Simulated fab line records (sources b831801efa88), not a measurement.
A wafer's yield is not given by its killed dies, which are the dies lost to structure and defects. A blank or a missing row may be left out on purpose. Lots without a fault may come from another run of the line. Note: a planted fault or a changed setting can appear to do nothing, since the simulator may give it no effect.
fab line records	flow sky130
record lots=6	wafers=18	last_day=49
route steps=708 shown METAL4@622 PAD_OPEN@708
lots with no fault: from the same line, run without faults
start_h: start of the lot's first displayed wafer, in hours after the record's first day	wait_h: hours from the lot's prior step to this one	" repeats the value in the row above	L1.1+2: a row that stands for several wafers	- either no value or no given start	* or withheld: withheld	< > ~ a bound
route shown NAME@n: names a module that has steps shown in the file, with the first one's number in the route	usual: average and standard deviation across the fault-free wafers	same: alike in all rows	chamber/n: place in a boat	sites: the reading at each site	_std_site: the standard deviation of these	_edge_site: the outer-site mean with the inner-site mean subtracted	radius_mm: how far each site lies from the wafer's centre	mask NAME#n: copy n	behind: the tool/chamber that last shaped the wafer	hold: the reason the lot was held/the length of the hold in hours/how it ended	device: the n, p or np transistor that did not switch	end of line: tests of these same wafers at the route's end	a step without rows: its recipe alone	killed: the dies lost at the first sort to structure and to defects; this is not the yield of the wafer	map: a wafer's dies, marking killed ones x, the rest . and places with no die _
set.NAME: the setting that was run; set.NAME@STEP: the one run at that earlier step	model.NAME: the simulator's own value behind a step, which no gauge read
certain route steps with their lots: each step a table, each wafer a row
services: a tool's chamber out of use, with start hour (start_h, from the record's first day; less than 0 if before it), hours out, and reason
## steps
# step SKY_METAL4_HMDS_06
# recipe prime_time_s=60	prime_temp_c=120
# step SKY_METAL4_COAT_07
# recipe resist=BARC	temp_c=withheld	time_s=withheld	spin_rpm=3000	resist_thk_nm=60
# step SKY_METAL4_COAT_08
# recipe resist=KrF-thick	spin_rpm=3000	resist_thk_nm=1140
# step SKY_METAL4_SOFTBAKE_09
# recipe temp_c=100	time_s=90	resist=KrF-thick
# step SKY_METAL4_EXPOSE_10
# recipe mask_id=MM4	na=0.68	source_shape=annular	sigma_inner=0.4	sigma_outer=0.8	target_cd_nm=300	dose_mj=28
# step SKY_METAL4_PEB_11
# recipe peb_temp_c=withheld	peb_time_s=withheld	resist=KrF-thick
# step SKY_METAL4_DEVELOP_12
# recipe develop_time_s=61.31	resist=KrF-thick	dev_temp_c=21
# step SKY_METAL4_CD_MEAS_13
# recipe target_cd_nm=300
# usual cd_nm=299.4/1.7
lot.wafer	tool	chamber	start_h	wait_h	cd_nm
L936.2	cd_sem-01	-	990.08	-	295.6
L936.4	"	-	"	"	298.0
L936.6	"	-	"	"	296.9
L938.2	cd_sem-01	-	1006.39	-	297.1
L938.3	"	-	"	"	298.4
L938.6	"	-	"	"	298.5
L946.3	cd_sem-01	-	1060.01	-	300.8
L946.4	"	-	"	"	299.1
L946.6	"	-	"	"	298.2
L950.2	cd_sem-02	-	1085.99	-	301.4
L950.3	"	-	"	"	301.4
L950.5	"	-	"	"	300.2
L953.3	cd_sem-02	-	1100.51	-	299.5
L953.4	"	-	"	"	300.1
L953.6	"	-	"	"	299.7
L954.2	cd_sem-02	-	1105.23	-	298.9
L954.5	"	-	"	"	300.0
L954.6	"	-	"	"	298.6
# step SKY_METAL4_OVL_MEAS_14
# usual METAL4_OVL=3/5.2
lot.wafer	tool	chamber	start_h	wait_h	METAL4_OVL[nm]
L936.2	overlay-02	-	990.18	0.1	11
L936.4	"	-	"	"	6
L936.6	"	-	"	"	9
L938.2	overlay-02	-	1006.49	0.1	0
L938.3	"	-	"	"	9
L938.6	"	-	"	"	6
L946.3	overlay-02	-	1060.10	0.1	0
L946.4	"	-	"	"	-5
L946.6	"	-	"	"	9
L950.2	overlay-01	-	1086.09	0.1	12
L950.3	"	-	"	"	10
L950.5	"	-	"	"	9
L953.3	overlay-02	-	1100.60	0.1	2
L953.4	"	-	"	"	-6
L953.6	"	-	"	"	-2
L954.2	overlay-01	-	1105.33	0.1	5
L954.5	"	-	"	"	3
L954.6	"	-	"	"	2
# step SKY_METAL4_DESCUM_15
# recipe chemistry=O2	source_power_w=150	bias_power_w=0	pressure_mtorr=10	temp_c=40	time_s=8
# usual drypump_motor_current_A=5.7/0.59	oes_product_au=0.996/0.011
# same time_s=8
lot.wafer	tool	chamber	start_h	wait_h	drypump_motor_current_A	oes_product_au	rf_hours_counter_h
L936.2	rie_metal-04	0	990.21	0.0	5.6	1.003	4
L936.4	"	0	"	"	5.6	1.018	-
L936.6	"	0	"	"	5.6	1.003	-
L938.2	rie_metal-02	1	1006.52	0.0	5.0	0.975	8
L938.3	"	0	"	"	6.3	0.977	-
L938.6	"	0	"	"	6.3	0.983	-
L946.3	rie_metal-03	0	1060.13	0.0	5.4	1.005	-
L946.4	"	1	"	"	6.5	1.004	-
L946.6	"	1	"	"	6.5	0.995	-
L950.2	rie_metal-03	1	1086.12	0.0	6.5	1.021	12
L950.3	"	0	"	"	5.4	1.013	-
L950.5	"	0	"	"	5.4	1.006	-
L953.3	rie_metal-02	0	1100.63	0.0	6.3	0.969	-
L953.4	"	1	"	"	5.0	0.977	-
L953.6	"	0	"	"	6.3	0.977	-
L954.2	rie_metal-02	0	1105.36	0.0	6.3	0.993	12
L954.5	"	1	"	"	5.0	0.991	-
L954.6	"	0	"	"	6.3	0.988	-
# step SKY_METAL4_ETCH_16
# recipe chemistry=N2/H2	target=BARC	ion_energy_ev=200	bias_w=100	pressure_mtorr=30	n2_flow_sccm=100	h2_flow_sccm=200	icp_w=500	stop_on=SiO2	time_s=88.2	target_depth_a=600
# usual bias_w=100.03/0.3	drypump_motor_current_A=5.7/0.59	oes_product_au=0.625/0.0043	throttle_valve_pct=13.205/0.0093
# same time_s=88.2
lot.wafer	tool	chamber	start_h	wait_h	bias_w	drypump_motor_current_A	oes_product_au	rf_hours_counter_h	throttle_valve_pct
L936.2	rie_metal-04	0	990.24	0.0	99.73	5.7	0.620	4	13.193
L936.4	"	0	"	"	99.71	5.7	0.618	-	13.180
L936.6	"	0	"	"	99.81	5.6	0.626	-	13.204
L938.2	rie_metal-02	1	1006.55	0.0	100.06	5.0	0.623	8	13.201
L938.3	"	0	"	"	100.02	6.3	0.624	-	13.218
L938.6	"	0	"	"	100.48	6.3	0.627	-	13.197
L946.3	rie_metal-03	0	1060.19	0.0	100.40	5.4	0.620	-	13.191
L946.4	"	1	"	"	100.07	6.5	0.629	-	13.203
L946.6	"	1	"	"	99.53	6.5	0.638	-	13.197
L950.2	rie_metal-03	1	1086.15	0.0	99.65	6.5	0.633	12	13.202
L950.3	"	0	"	"	99.56	5.4	0.632	-	13.209
L950.5	"	0	"	"	99.90	5.4	0.620	-	13.213
L953.3	rie_metal-02	0	1100.69	0.0	100.00	6.3	0.625	-	13.195
L953.4	"	1	"	"	100.35	5.0	0.629	-	13.208
L953.6	"	0	"	"	99.89	6.3	0.621	-	13.200
L954.2	rie_metal-02	0	1105.39	0.0	99.83	6.3	0.627	12	13.207
L954.5	"	1	"	"	100.59	5.0	0.631	-	13.198
L954.6	"	0	"	"	99.54	6.3	0.625	-	13.187
# step SKY_METAL4_ETCH_17
# recipe target=SiO2	stop_on=TiN	chemistry=C4F8/O2/Ar	source_w=1500	bias_w=1200	pressure_mtorr=40	c4f8_flow_sccm=withheld	O2_flow_sccm=6	Ar_flow_sccm=300	time_s=3.9	target_depth_a=150
# usual bias_w=1200/3.2	oes_product_au=0.758/0.0076
# same time_s=3.9
lot.wafer	tool	chamber	start_h	wait_h	bias_w	oes_product_au	rf_hours_counter_h
L936.2	rie_diel-04	1	990.34	0.1	1198	0.755	15
L936.4	"	3	"	"	1200	0.748	-
L936.6	"	2	"	"	1204	0.762	-
L938.2	rie_diel-03	1	1006.65	0.1	1195	0.759	10
L938.3	"	2	"	"	1199	0.754	13
L938.6	"	2	"	"	1200	0.756	-
L946.3	rie_diel-02	0	1060.25	0.0	1199	0.762	12
L946.4	"	2	"	"	1198	0.771	8
L946.6	"	2	"	"	1197	0.768	-
L950.2	rie_diel-02	3	1086.25	0.1	1202	0.762	7
L950.3	"	1	"	"	1199	0.763	17
L950.5	"	2	"	"	1201	0.759	-
L953.3	rie_diel-04	1	1100.75	0.0	1202	0.760	18
L953.4	"	0	"	"	1200	0.754	26
L953.6	"	3	"	"	1195	0.760	-
L954.2	rie_diel-02	0	1105.49	0.1	1202	0.746	13
L954.5	"	0	"	"	1198	0.768	-
L954.6	"	3	"	"	1202	0.765	-
# step SKY_METAL4_METAL_ETCH_18
# recipe target_depth_a=8450	stop_on=SiO2	over_etch_frac=0.3	time_s=183.1	chemistry=Cl2/BCl3	resist_sidewall_deg=88	pressure_mtorr=10	icp_w=900	bias_w=48.5	Cl2_flow_sccm=60	bcl3_flow_sccm=30
# usual bias_w=48.50/0.12	drypump_motor_current_A=5.6/0.52	oes_product_au=0.875/0.0069	throttle_valve_pct=22.263/0.0086
# same time_s=183.1
lot.wafer	tool	chamber	start_h	wait_h	bias_w	drypump_motor_current_A	oes_product_au	rf_hours_counter_h	throttle_valve_pct	model.KrF-thick_of_METAL4_COAT_08.thk_nm	model.SiO2_of_VIA3_HDPCVD_00.thk_nm
L936.2	rie_metal-02	0	990.36	0.0	48.49	6.3	0.887	5	22.255	535.7	430.9
L936.4	"	0	"	"	48.54	6.3	0.876	-	22.257	538.9	429.8
L936.6	"	0	"	"	48.43	6.3	0.875	-	22.262	533.9	428.5
L938.2	rie_metal-04	1	1006.67	0.0	48.52	5.2	0.885	7	22.267	521.8	425
L938.3	"	1	"	"	48.81	5.2	0.879	-	22.265	526.4	428.6
L938.6	"	1	"	"	48.55	5.2	0.879	-	22.269	525.1	426
L946.3	rie_metal-04	1	1060.33	0.1	48.50	5.2	0.865	-	22.256	538	431.7
L946.4	"	0	"	"	68.23	5.6	0.863	-	22.256	443.4	421.4
L946.6	"	1	"	"	48.52	5.2	0.874	-	22.284	537.1	430.2
L950.2	rie_metal-04	0	1086.27	0.0	68.19	5.6	0.878	10	22.236	442.1	418.3
L950.3	"	0	"	"	68.54	5.6	0.872	-	22.252	439.8	420.3
L950.5	"	0	"	"	68.60	5.6	0.877	-	22.251	442.4	419.5
L953.3	rie_metal-03	0	1100.83	0.1	48.52	5.4	0.882	-	22.262	525.7	427.7
L953.4	"	1	"	"	48.49	6.5	0.867	-	22.263	522.1	427.5
L953.6	"	1	"	"	48.59	6.5	0.881	-	22.262	524.5	426.1
L954.2	rie_metal-03	0	1105.51	0.0	48.31	5.4	0.881	20	22.267	528	426.3
L954.5	"	1	"	"	48.50	6.5	0.870	-	22.261	526.5	427.6
L954.6	"	0	"	"	48.40	5.4	0.883	-	22.250	524.6	429.4
# step SKY_METAL4_STRIP_19
# recipe chemistry=O2/N2	power_w=1400	pressure_mtorr=1500	platen_temp_c=withheld	o2_flow_sccm=3000	n2_flow_sccm=300	overash_fraction=0.5
# usual drypump_motor_current_A=5.7/0.61	o2_flow_sccm=2999/7.7	oes_product_au=0.504/0.006	strip_time_to_endpoint_s=6.56/0.082
lot.wafer	tool	chamber	start_h	wait_h	drypump_motor_current_A	o2_flow_sccm	oes_product_au	rf_hours_counter_h	strip_time_to_endpoint_s
L936.2	plasma_asher-01	0	990.54	0.1	5.4	3002	0.505	118	6.63
L936.4	"	0	"	"	5.4	3006	0.502	-	6.64
L936.6	"	1	"	"	5.0	2995	0.500	-	6.61
L938.2	plasma_asher-04	1	1006.85	0.1	6.1	2999	0.496	88	6.48
L938.3	"	1	"	"	6.1	3001	0.506	-	6.52
L938.6	"	1	"	"	6.1	2992	0.497	-	6.50
L946.3	plasma_asher-03	1	1060.48	0.1	5.5	2998	0.510	-	6.66
L946.4	"	0	"	"	5.1	3000	0.464	-	5.69
L946.6	"	1	"	"	5.5	3002	0.495	-	6.65
L950.2	plasma_asher-01	0	1086.45	0.1	5.4	2997	0.459	2	5.68
L950.3	"	0	"	"	5.4	2998	0.453	-	5.65
L950.5	"	1	"	"	5.0	3007	0.466	-	5.68
L953.3	plasma_asher-03	0	1100.98	0.1	5.1	3006	0.497	-	6.53
L953.4	"	1	"	"	5.5	2988	0.506	-	6.49
L953.6	"	0	"	"	5.1	2991	0.503	-	6.50
L954.2	plasma_asher-01	1	1105.69	0.1	5.0	2997	0.502	4	6.55
L954.5	"	1	"	"	5.0	3002	0.504	-	6.52
L954.6	"	0	"	"	5.4	2997	0.501	-	6.53
# step SKY_METAL4_STRIP_20
# recipe chemistry=post_etch_residue_remover	time_s=1200	temp_c=72.5
# step SKY_PAD_OPEN_PROBE_99
# usual defect_limited_yield=82.4/2	killed_at_M0_to_M3=44/7.9	killed_at_M4_up=3.1/2	killed_at_contacts=23/4.9	killed_at_front_end=15/3.9	killed_at_other=0.2/0.49	killed_dies=86/10	killed_open=47/7.1	killed_short=39/7.1	sort_bin_3_pad_short=0.9/0.41	sort_bin_5_function=10.4/1.5	sort_bin_6_memory=6.3/1	sort_n_pass=406/10	sort_yield_pct=82.4/2
# same gross_dies=492	killed_at_back_side=0	sort_bin_4_leakage[%]=0	sort_bin_8_speed[%]=0
lot.wafer	tool	chamber	start_h	wait_h	defect_limited_yield[%]	killed_at_M0_to_M3	killed_at_M4_up	killed_at_contacts	killed_at_front_end	killed_at_other	killed_dies	killed_open	killed_short	sort_bin_3_pad_short[%]	sort_bin_5_function[%]	sort_bin_6_memory[%]	sort_n_pass	sort_yield_pct[%]
L936.2	prober-02	-	1084.84	0.1	80.1	55	4	28	11	0	98	46	50	0.8	12.2	6.9	394	80.1
L936.4	prober-02	-	1084.94	0.2	83.1	51	5	17	10	0	83	42	41	0.4	10.6	5.9	409	83.1
L936.6	prober-02	-	1085.04	0.2	82.9	49	0	26	9	0	84	49	35	1.2	8.7	7.1	408	82.9
L938.2	prober-02	-	1099.64	0.1	79.5	52	5	25	18	1	101	47	53	2.4	11.6	6.5	391	79.5
L938.3	prober-02	-	1099.69	0.2	84.1	35	2	22	19	0	78	39	39	1.2	11.2	3.5	414	84.1
L938.6	prober-02	-	1099.84	0.2	80.9	56	0	22	16	0	94	57	37	0.6	12.8	5.7	398	80.9
L946.3	prober-02	-	1144.99	0.2	81.5	47	4	27	13	0	91	52	39	0.4	10.2	7.9	401	81.5
L946.4	prober-02	-	1145.04	0.2	83.5	35	2	27	17	0	81	37	44	0.2	11.0	5.3	411	83.5
L946.6	prober-02	-	1145.14	0.2	82.3	49	7	21	10	0	87	54	33	0.2	10.0	7.5	405	82.3
L950.2	prober-02	-	1168.57	0.1	82.9	38	0	28	18	0	84	54	30	1.2	10.6	5.3	408	82.9
L950.3	prober-02	-	1168.62	0.2	84.8	39	4	17	15	0	75	40	35	0.6	9.1	5.5	417	84.8
L950.5	prober-02	-	1168.72	0.2	79.7	53	6	25	16	0	100	54	46	0.2	13.2	6.9	392	79.7
L953.3	prober-01	-	1180.29	0.2	82.9	49	5	20	9	1	84	52	32	0.8	8.3	7.9	408	82.9
L953.4	prober-01	-	1180.34	0.2	83.3	48	4	19	11	0	82	42	40	1.4	9.8	5.5	410	83.3
L953.6	prober-01	-	1180.44	0.2	80.1	50	8	20	20	0	98	50	48	1.0	12.4	6.5	394	80.1
L954.2	prober-02	-	1184.34	0.1	81.7	46	5	22	16	1	90	46	44	0.4	10.8	7.1	402	81.7
L954.5	prober-02	-	1184.49	0.2	83.9	35	6	22	16	0	79	42	37	1.0	8.7	6.3	413	83.9
L954.6	prober-02	-	1184.54	0.2	83.9	43	2	27	7	0	79	44	35	1.0	8.9	6.1	413	83.9
# killed by level:class
L936.2 VIA1:geometric_particle:open=11 VIA3:geometric_particle:open=11 CONTACT:geometric_particle:short=9 CONTACT:geometric_particle:open=7 METAL2:geometric_particle:short=6 LI_CONTACT:geometric_particle:short=5 VIA2:geometric_particle:open=5 VIA2:geometric_particle:short=4
L936.4 METAL1:geometric_particle:short=9 VIA1:geometric_particle:open=9 METAL2:geometric_particle:short=7 CONTACT:geometric_particle:open=6 VIA2:geometric_particle:open=6 VIA1:geometric_particle:short=5 LI_CONTACT:geometric_particle:open=4 FIELD_ISO:geometric_particle:short=3
L936.6 VIA2:geometric_particle:open=11 LI_CONTACT:geometric_particle:open=10 VIA1:geometric_particle:open=10 CONTACT:geometric_particle:open=6 CONTACT:geometric_particle:short=6 VIA3:geometric_particle:open=6 METAL1:geometric_particle:short=5 VIA1:geometric_particle:short=5
L938.2 VIA1:geometric_particle:open=11 METAL1:geometric_particle:short=8 VIA3:geometric_particle:open=7 LI_CONTACT:geometric_particle:open=7 VIA2:geometric_particle:open=7 POLY_GATE:geometric_particle:short=6 CONTACT:geometric_particle:short=6 CONTACT:geometric_particle:open=5
L938.3 CONTACT:geometric_particle:open=7 VIA1:geometric_particle:short=7 FIELD_ISO:geometric_particle:open=6 CONTACT:geometric_particle:short=6 VIA3:geometric_particle:open=5 FIELD_ISO:geometric_particle:short=4 VIA2:geometric_particle:short=4 METAL2:geometric_particle:short=4
L938.6 VIA1:geometric_particle:open=13 VIA3:geometric_particle:open=11 VIA1:geometric_particle:short=9 CONTACT:geometric_particle:open=8 METAL1:geometric_particle:short=7 VIA2:geometric_particle:open=7 VIA2:geometric_particle:short=6 FIELD_ISO:geometric_particle:open=5
L946.3 CONTACT:geometric_particle:open=11 VIA2:geometric_particle:open=8 VIA1:geometric_particle:open=8 LI_CONTACT:geometric_particle:open=7 VIA3:geometric_particle:open=6 LOCAL_INTERCONNECT:geometric_particle:short=5 METAL1:geometric_particle:short=5 METAL2:geometric_particle:short=5
L946.4 METAL2:geometric_particle:short=9 CONTACT:geometric_particle:open=7 POLY_GATE:geometric_particle:open=6 LI_CONTACT:geometric_particle:open=6 VIA1:geometric_particle:open=6 CONTACT:geometric_particle:short=5 METAL1:geometric_particle:short=5 FIELD_ISO:geometric_particle:open=4
L946.6 VIA1:geometric_particle:open=12 CONTACT:geometric_particle:open=9 LI_CONTACT:geometric_particle:open=7 VIA2:geometric_particle:open=7 VIA3:geometric_particle:open=7 METAL4:geometric_particle:short=6 CONTACT:geometric_particle:short=4 METAL2:geometric_particle:short=4
L950.2 LI_CONTACT:geometric_particle:open=14 VIA1:geometric_particle:open=11 CONTACT:geometric_particle:open=9 METAL1:geometric_particle:short=7 FIELD_ISO:geometric_particle:short=5 POLY_GATE:geometric_particle:short=5 VIA1:geometric_particle:short=5 VIA2:geometric_particle:open=5
L950.3 VIA3:geometric_particle:open=11 VIA1:geometric_particle:open=6 CONTACT:geometric_particle:open=5 CONTACT:geometric_particle:short=5 FIELD_ISO:geometric_particle:short=4 VIA1:geometric_particle:short=4 FIELD_ISO:geometric_particle:open=3 POLY_GATE:geometric_particle:short=3
L950.5 VIA1:geometric_particle:open=13 LI_CONTACT:geometric_particle:open=9 VIA3:geometric_particle:open=8 CONTACT:geometric_particle:open=6 METAL4:geometric_particle:short=6 VIA2:geometric_particle:short=6 LI_CONTACT:geometric_particle:short=5 METAL1:geometric_particle:short=5
L953.3 VIA2:geometric_particle:open=10 VIA1:geometric_particle:open=9 VIA1:geometric_particle:short=8 VIA3:geometric_particle:open=8 LI_CONTACT:geometric_particle:open=7 CONTACT:geometric_particle:open=7 VIA3:geometric_particle:short=5 FIELD_ISO:geometric_particle:open=3
L953.4 VIA1:geometric_particle:open=12 VIA1:geometric_particle:short=9 VIA3:geometric_particle:open=6 CONTACT:geometric_particle:open=6 METAL2:geometric_particle:short=5 LI_CONTACT:geometric_particle:short=5 VIA2:geometric_particle:open=4 METAL4:geometric_particle:short=4
L953.6 VIA1:geometric_particle:open=16 FIELD_ISO:geometric_particle:short=9 CONTACT:geometric_particle:open=6 VIA1:geometric_particle:short=6 VIA3:geometric_particle:open=6 METAL3:geometric_particle:short=5 LOCAL_INTERCONNECT:geometric_particle:short=5 METAL2:geometric_particle:short=5
L954.2 CONTACT:geometric_particle:open=12 VIA1:geometric_particle:open=8 VIA1:geometric_particle:short=6 VIA2:geometric_particle:open=6 VIA3:geometric_particle:open=6 FIELD_ISO:geometric_particle:open=5 POLY_GATE:geometric_particle:short=5 METAL1:geometric_particle:short=5
L954.5 LI_CONTACT:geometric_particle:open=10 VIA2:geometric_particle:open=7 FIELD_ISO:geometric_particle:short=6 VIA1:geometric_particle:open=6 VIA2:geometric_particle:short=6 POLY_GATE:geometric_particle:short=5 METAL4:geometric_particle:short=5 CONTACT:geometric_particle:open=4
L954.6 LI_CONTACT:geometric_particle:open=8 CONTACT:geometric_particle:open=8 VIA3:geometric_particle:open=8 LOCAL_INTERCONNECT:geometric_particle:short=7 METAL2:geometric_particle:short=7 VIA2:geometric_particle:open=7 METAL1:geometric_particle:short=6 VIA1:geometric_particle:open=4
## services
tool	chamber	start_h	hours	kind
rie_diel-02	1	968.82	15.5	repair
plasma_asher-01	-	984.38	5.7	repair
rie_diel-02	-	1025.54	28.1	pm
rie_diel-03	3	1031.99	12.2	repair
rie_diel-04	-	1042.48	4.7	repair
rie_diel-03	0	1042.60	2.7	repair
plasma_asher-01	-	1055.25	9.0	pm
plasma_asher-01	0	1055.25	9.0	vent_cycle
plasma_asher-01	1	1055.25	9.0	vent_cycle
plasma_asher-01	0	1064.25	-	clean
plasma_asher-01	1	1064.25	-	clean
rie_diel-04	1	1089.59	3.3	repair
rie_diel-04	-	1091.22	4.0	pm
## key
first_sign step=SKY_METAL4_METAL_ETCH_18	reading=bias_w	direction=up	sigmas=99+	usual=48.50	struck=68.39
effect step=SKY_METAL4_STRIP_19	reading=strip_time_to_endpoint_s	direction=down	sigmas=11	usual=*	struck=*
model_effect step=SKY_METAL4_METAL_ETCH_18	value=KrF-thick_of_METAL4_COAT_08.thk_nm	without=529.9	struck=441.9
met_at SKY_METAL4_METAL_ETCH_18
struck_wafers L946.4,L950.2,L950.3,L950.5
fault kind=process_parameter_drift	tool=rie_metal-04	chamber=0	onset_h=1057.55	steps=SKY_METAL4_METAL_ETCH_18	channel=bias_w	offset=19.851	shape=step	end_h=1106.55	acts_in=these_recipes_only	stated=48.5
